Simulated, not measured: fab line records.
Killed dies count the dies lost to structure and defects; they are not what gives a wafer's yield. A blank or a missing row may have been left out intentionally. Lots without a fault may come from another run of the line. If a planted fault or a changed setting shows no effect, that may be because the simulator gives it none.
Shared-tool check + flow sky130 + 12 lots and 36 wafers in the sample

REASON FOR OPENING
2 of 12 lots carry a flag on the reading SD_N_RS at SKY_SD_N_RS_MEAS_16. No-fault wafers: 68.50 ohm/sq, standard deviation 0.11.
Rule: a lot gets a flag if all its wafers with a number sit over 4 standard deviations from that mean, or if no wafer of it has a number. All remaining lots are regarded as sound.

| lot  | measured     | on            | SD_N_RS (ohm/sq), wafer by wafer | flag    |
|------|--------------|---------------|----------------------------------|---------|
| L503 | day 28 08:12 | film metro-02 | 68.59 68.60 68.51                |         |
| L504 | day 28 09:54 | film metro-04 | 68.52 68.47 68.41                |         |
| L505 | day 28 17:52 | film metro-04 | 68.47 68.74 68.44                |         |
| L506 | day 29 04:25 | film metro-03 | 68.43 68.82 68.57                |         |
| L509 | day 30 16:10 | film metro-03 | 68.62 68.47 68.38                |         |
| L508 | day 30 16:34 | film metro-04 | 68.39 68.40 68.50                |         |
| L517 | day 32 22:41 | film metro-03 | 66.61 66.68 66.65                | FLAGGED |
| L518 | day 33 11:08 | film metro-03 | 66.66 66.62 66.67                | FLAGGED |
| L519 | day 33 14:50 | film metro-02 | 68.55 68.42 68.43                |         |
| L522 | day 34 06:29 | film metro-04 | 68.63 68.44 68.62                |         |
| L523 | day 34 11:33 | film metro-04 | 68.47 68.59 68.55                |         |
| L525 | day 36 08:49 | film metro-03 | 68.41 68.56 68.35                |         |
The numbers of the flagged lots are 66.65 ohm/sq on average: -1.85 ohm/sq against the usual, or -17 standard deviations.

WHICH TOOL EACH LOT WENT THROUGH
The record holds 2 process steps before the reading, out of a route of 708 steps. Cell contents, in order: the tool; ch with the chambers the sampled wafers went through; the start.
| lot  | flag    | SKY_RES_XHIGH_STRIP_08               | SKY_SD_N_IMPLANT_10             |
|------|---------|--------------------------------------|---------------------------------|
| L503 |         | plasma asher-03 ch 0,1, day 27 00:55 | implanter-02 ch 0, day 28 07:40 |
| L504 |         | plasma asher-04 ch 0,1, day 27 03:16 | implanter-03 ch 0, day 28 09:20 |
| L505 |         | plasma asher-03 ch 0,1, day 27 10:56 | implanter-01 ch 0, day 28 17:20 |
| L506 |         | plasma asher-02 ch 0,1, day 27 22:16 | implanter-01 ch 0, day 29 03:53 |
| L509 |         | plasma asher-03 ch 0,1, day 29 11:50 | implanter-03 ch 0, day 30 15:38 |
| L508 |         | plasma asher-03 ch 0,1, day 29 12:49 | implanter-01 ch 0, day 30 16:02 |
| L517 | FLAGGED | plasma asher-02 ch 0,1, day 31 18:13 | implanter-03 ch 0, day 32 22:10 |
| L518 | FLAGGED | plasma asher-03 ch 0,1, day 32 07:04 | implanter-03 ch 0, day 33 10:37 |
| L519 |         | plasma asher-03 ch 0,1, day 32 11:17 | implanter-01 ch 0, day 33 14:19 |
| L522 |         | plasma asher-03 ch 0,1, day 33 03:32 | implanter-02 ch 0, day 34 05:56 |
| L523 |         | plasma asher-03 ch 0,1, day 33 08:22 | implanter-01 ch 0, day 34 11:01 |
| L525 |         | plasma asher-02 ch 0,1, day 35 05:49 | implanter-02 ch 0, day 36 08:17 |
These steps, and what they do:
- SKY_RES_XHIGH_STRIP_08: strips in O2/N2.
- SKY_SD_N_IMPLANT_10
- SKY_SD_N_RS_MEAS_16: measures by four-point-probe.

FLAGGED OVER TOTAL, TOOL BY TOOL (the gauges that took the reading come last)
| step                   | tool            | lots run | flagged | share of the flagged lots | sound lots run after its first flagged lot |
|------------------------|-----------------|----------|---------|---------------------------|--------------------------------------------|
| SKY_RES_XHIGH_STRIP_08 | plasma asher-02 | 3        | 1       | some                      | 1 (L525)                                   |
| SKY_RES_XHIGH_STRIP_08 | plasma asher-03 | 8        | 1       | some                      | 3 (L519,L522,L523)                         |
| SKY_RES_XHIGH_STRIP_08 | plasma asher-04 | 1        | 0       | none                      | -                                          |
| SKY_SD_N_IMPLANT_10    | implanter-01    | 5        | 0       | none                      | -                                          |
| SKY_SD_N_IMPLANT_10    | implanter-02    | 3        | 0       | none                      | -                                          |
| SKY_SD_N_IMPLANT_10    | implanter-03    | 4        | 2       | all                       | 0                                          |
| SKY_SD_N_RS_MEAS_16    | film metro-02   | 2        | 0       | none                      | -                                          |
| SKY_SD_N_RS_MEAS_16    | film metro-03   | 5        | 2       | all                       | 1 (L525)                                   |
| SKY_SD_N_RS_MEAS_16    | film metro-04   | 5        | 0       | none                      | -                                          |

WHAT IS ALLOWED BY THE TABLE
2 rows of the table ran every flagged lot: implanter-03 at SKY_SD_N_IMPLANT_10, film metro-03 at SKY_SD_N_RS_MEAS_16.
- implanter-03 at SKY_SD_N_IMPLANT_10 ran 4 lots, 2 of them flagged. It ran its last sound lot, L509, at day 30 15:38 and its first flagged lot, L517, at day 32 22:10: a fault with its onset between the two fits. Its own readings lie more than 4 standard deviations out on every wafer of the flagged lots: beam on s, dose ions cm2.
- film metro-03 at SKY_SD_N_RS_MEAS_16 ran 5 lots, 2 of them flagged. After the first flagged lot (L525), sound lots still ran on it; a lasting fault on the whole tool would not permit that.
One tool is left: implanter-03 at SKY_SD_N_IMPLANT_10.

WHAT THE SIMULATOR HAD PUT IN
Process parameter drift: implanter-03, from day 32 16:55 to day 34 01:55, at SKY_SD_N_IMPLANT_10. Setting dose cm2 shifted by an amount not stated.
Lots struck among those shown: L517, L518. This agrees with what the rule above found.
